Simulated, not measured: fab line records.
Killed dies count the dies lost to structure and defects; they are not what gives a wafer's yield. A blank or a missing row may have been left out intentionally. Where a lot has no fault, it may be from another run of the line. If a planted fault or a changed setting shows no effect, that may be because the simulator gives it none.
Chamber matching || flow gf180mcu || 4 sister chambers for GF_CONTACT_CMP_27 on cmp-02
The step polishes, stops on SiO2, t overpolish 15 s, target thk 0 nm. 8 wafers are shown with their chamber, then 7 later ones without.

WAFERS PAIRED WITH THEIR CHAMBERS
{"wafer": "L548.6", "chamber": 0, "motor_current_A (A)": 10.1, "slurry_flow_ml_min": 150.0}
{"wafer": "L557.2", "chamber": 2, "motor_current_A (A)": 10.7, "slurry_flow_ml_min": 150.4}
{"wafer": "L564.5", "chamber": 1, "motor_current_A (A)": 10.3, "slurry_flow_ml_min": 150.4}
{"wafer": "L568.2", "chamber": 1, "motor_current_A (A)": 10.2, "slurry_flow_ml_min": 149.4}
{"wafer": "L568.3", "chamber": 2, "motor_current_A (A)": 10.7, "slurry_flow_ml_min": 150.6}
{"wafer": "L568.4", "chamber": 3, "motor_current_A (A)": 9.6, "slurry_flow_ml_min": 149.9}
{"wafer": "L569.1", "chamber": 0, "motor_current_A (A)": 11.4, "slurry_flow_ml_min": 149.7}
{"wafer": "L569.3", "chamber": 3, "motor_current_A (A)": 10.0, "slurry_flow_ml_min": 149.7}

WAFERS MISSING THEIR CHAMBER
{"wafer": "L569.6", "motor_current_A (A)": 9.5, "slurry_flow_ml_min": 149.7}
{"wafer": "L570.2", "motor_current_A (A)": 10.7, "slurry_flow_ml_min": 150.1}
{"wafer": "L570.3", "motor_current_A (A)": 9.8, "slurry_flow_ml_min": 149.7}
{"wafer": "L570.4", "motor_current_A (A)": 9.5, "slurry_flow_ml_min": 150.6}
{"wafer": "L571.1", "motor_current_A (A)": 10.5, "slurry_flow_ml_min": 150.1}
{"wafer": "L571.2", "motor_current_A (A)": 11.4, "slurry_flow_ml_min": 150.0}
{"wafer": "L571.5", "motor_current_A (A)": 11.8, "slurry_flow_ml_min": 149.9}

CHAMBER TAKEN BY EACH
{"wafer": "L569.6", "from the rows above": "can't be placed: 3 or 1 or 0", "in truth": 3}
{"wafer": "L570.2", "from the rows above": "can't be placed: 0 or 2 or 1 or 3", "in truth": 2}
{"wafer": "L570.3", "from the rows above": "can't be placed: 3 or 1 or 0", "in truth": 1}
{"wafer": "L570.4", "from the rows above": "can't be placed: 3 or 1 or 2 or 0", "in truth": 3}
{"wafer": "L571.1", "from the rows above": "can't be placed: 1 or 0 or 2 or 3", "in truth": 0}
{"wafer": "L571.2", "from the rows above": "can't be placed: 0 or 2 or 1 or 3", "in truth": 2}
{"wafer": "L571.5", "from the rows above": "can't be placed: 0 or 2 or 1 or 3", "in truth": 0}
Placed correctly: 0 of 7. Can't be placed from these rows: 7 (the true chamber is among the candidates in 7). Wrongly placed: 0.
How it was worked out, from the rows above alone: a wafer's distance from a chamber is the root of the sum, over the readings, of the square of ((its reading less the chamber's mean) divided by the reading's scatter). The wafer belongs to the nearest chamber; if the next one is less than 2 further off, it can't be placed. A chamber's mean is the mean of its shown wafers. The scatter is the square root of a quotient: the sum, over the shown wafers, of each reading's squared deviation from its chamber's mean, divided by wafers minus chambers.
